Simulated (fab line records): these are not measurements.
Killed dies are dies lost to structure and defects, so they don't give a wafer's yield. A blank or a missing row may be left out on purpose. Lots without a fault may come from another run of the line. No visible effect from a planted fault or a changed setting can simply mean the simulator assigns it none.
What tool caused it? / flow sky130 / 11 lots, 33 wafers sampled, at 1 step of a route of 708

== WHAT THE GAUGES SHOWED, per wafer ==
SKY_VIA3_RS_MEAS_22: uses a four-point probe to measure. Usual: VIA3_W_RS 0.292 ohm/sq, standard deviation 0.0057.
lot=L226; measured=day 39 18:09; on=film metro-01; VIA3_W_RS (ohm/sq)=0.285 0.285 0.284; flag=
lot=L230; measured=day 41 11:54; on=film metro-01; VIA3_W_RS (ohm/sq)=0.305 0.298 0.299; flag=
lot=L229; measured=day 41 13:24; on=film metro-02; VIA3_W_RS (ohm/sq)=0.301 0.295 0.297; flag=
lot=L231; measured=day 41 22:41; on=film metro-01; VIA3_W_RS (ohm/sq)=0.296 0.282 0.282; flag=
lot=L232; measured=day 42 04:19; on=film metro-01; VIA3_W_RS (ohm/sq)=0.298 0.304 0.295; flag=
lot=L234; measured=day 42 06:16; on=film metro-04; VIA3_W_RS (ohm/sq)=0.296 0.288 0.293; flag=
lot=L235; measured=day 42 17:10; on=film metro-01; VIA3_W_RS (ohm/sq)=0.287 0.282 0.294; flag=
lot=L236; measured=day 43 01:43; on=film metro-04; VIA3_W_RS (ohm/sq)=0.294 0.283 0.297; flag=
lot=L238; measured=day 43 19:45; on=film metro-02; VIA3_W_RS (ohm/sq)=0.290 0.285 0.283; flag=
lot=L239; measured=day 43 20:34; on=film metro-04; VIA3_W_RS (ohm/sq)=0.285 0.290 0.285; flag=
lot=L246; measured=day 45 18:45; on=film metro-02; VIA3_W_RS (ohm/sq)=0.292 0.300 0.294; flag=

== TOOL THAT RAN EACH LOT (tool first, then ch and the chambers of the sampled wafers, then the start) ==
There is no process step in the record ahead of these readings.

== WHAT THE TOOLS THEMSELVES READ (means of the sampled wafers that have a number; where no wafer has one, the mark that the record gives instead) ==
The record holds no such reading with a usual standard deviation.

== THE ANSWER, worked out from the rows above alone ==
Rule: lot off if the mean of its wafers having a number is beyond 3 standard deviations from the usual mean. Also off: a lot with no number at a reading for which 4 or more lots have one. Any other lot the step has rows for is counted as sound. The gauges are gone through in route order, then the tools' own readings, and for those a lot's mean is taken as printed above. At the first step where some lot is off, the reading lying furthest off is the one used; lots without a number count as furthest.
Nothing can be told from this: no lot is off at any reading shown.

== WHAT THE SIMULATOR HAD INSERTED ==
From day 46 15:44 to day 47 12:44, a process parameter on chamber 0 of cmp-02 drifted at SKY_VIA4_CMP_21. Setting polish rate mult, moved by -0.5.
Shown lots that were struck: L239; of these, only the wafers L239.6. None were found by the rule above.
